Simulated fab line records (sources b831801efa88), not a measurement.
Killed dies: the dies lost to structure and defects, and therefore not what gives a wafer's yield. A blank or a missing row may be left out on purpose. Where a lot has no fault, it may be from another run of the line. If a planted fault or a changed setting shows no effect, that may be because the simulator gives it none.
Problem report in the 8D (eight disciplines) form, filled by code :: flow gf180mcu :: the parts of the form that need people (team, actions taken, sign-off) are left out

1. PROBLEM STATEMENT
Wafers without a fault read 439.5 nm, standard deviation 2.2; cd-nm at GF_TOP_METAL_CD_MEAS_14 reads a mean of 468.7 nm on 6 wafers belonging to 2 lots. That puts it +13 standard deviations away from the usual mean.
The step: target cd 440 nm.
Earliest sighting: wafer L539.1 on cd-sem-02 at day 30 02:17. The record holds 36 wafers of 12 lots with a number at this step. The rule behind "out" and "out of limits": a value lying over 4 standard deviations away from the usual mean. The other wafers with a number count as sound.

2. WHAT IT IS, AND WHAT IT ISN'T
question: which readings at this step
is: cd-nm
is not: -

question: which lots
is: L539, L540
is not: L532, L537, L546, L548, L549, L550, L551, L552, L553, L554

question: which wafers of those lots
is: all that have a number
is not: -

question: read on which gauges
is: cd-sem-01, cd-sem-02
is not: -

question: when
is: from day 30 02:17
is not: up to then (6 sound wafers); but 24 sound wafers of L546, L548, L549, L550, L551, L552, L553, L554 came after

3. WHAT RULES OUT EACH SUSPECT
Counting: a tool at a process step up to the reading stays a suspect if it ran every lot that is out and no sound lot after the first of them.
- the gauge at GF_TOP_METAL_CD_MEAS_14 is ruled out. The wafers that are out were read on 2 gauges (cd-sem-01, cd-sem-02).
- litho-track-03 at GF_TOP_METAL_COAT_09 (resist thk 1500 nm): ruled out as a lasting fault. After its first lot that is out, L539 (day 29 16:52), sound lots L548, L550, L553, L552 ran on it.
Left after counting: nothing in the record.

4. THE CAUSE (what the simulator had put in)
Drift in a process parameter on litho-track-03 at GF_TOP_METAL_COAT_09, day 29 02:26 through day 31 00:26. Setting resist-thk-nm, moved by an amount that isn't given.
Counting ruled it out, wrongly: the rule takes a fault to strike every lot that its tool runs from its start on, and this one did not.

5. THE EFFECT CHAIN, in route order
Rows list readings where the struck wafers' mean (over those with a number) sits beyond 3 standard deviations from the usual. Only readings whose record carries a usual standard deviation are examined. hours: median over the lots of the time between each lot's start at the first step of this table that gives one and its start at this step. sigmas: the change, counted in usual standard deviations.
hours: 0
step: GF_TOP_METAL_CD_MEAS_14
reading: cd-nm
usual: 439.5 nm
on struck wafers: 468.7
change: +29.2
sigmas: +13

hours: 0
step: GF_TOP_METAL_STRIP_17
reading: strip-time-to-endpoint-s
usual: 12.88 s
on struck wafers: 17.06
change: +4.18
sigmas: +50
Its process steps:
- GF_TOP_METAL_STRIP_17: strips in O2/N2.

6. HOW IT WOULD HAVE BEEN CAUGHT EARLIER
Counted from the fault's start at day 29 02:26, it took 24 hours until the first out-of-limits reading at a measuring or inspecting step in this record, taken at day 30 02:17.
Tool readings at GF_TOP_METAL_COAT_09 with a usual standard deviation given in the record: none out on any struck wafer, hence no alarm at a limit of 4 standard deviations on them.
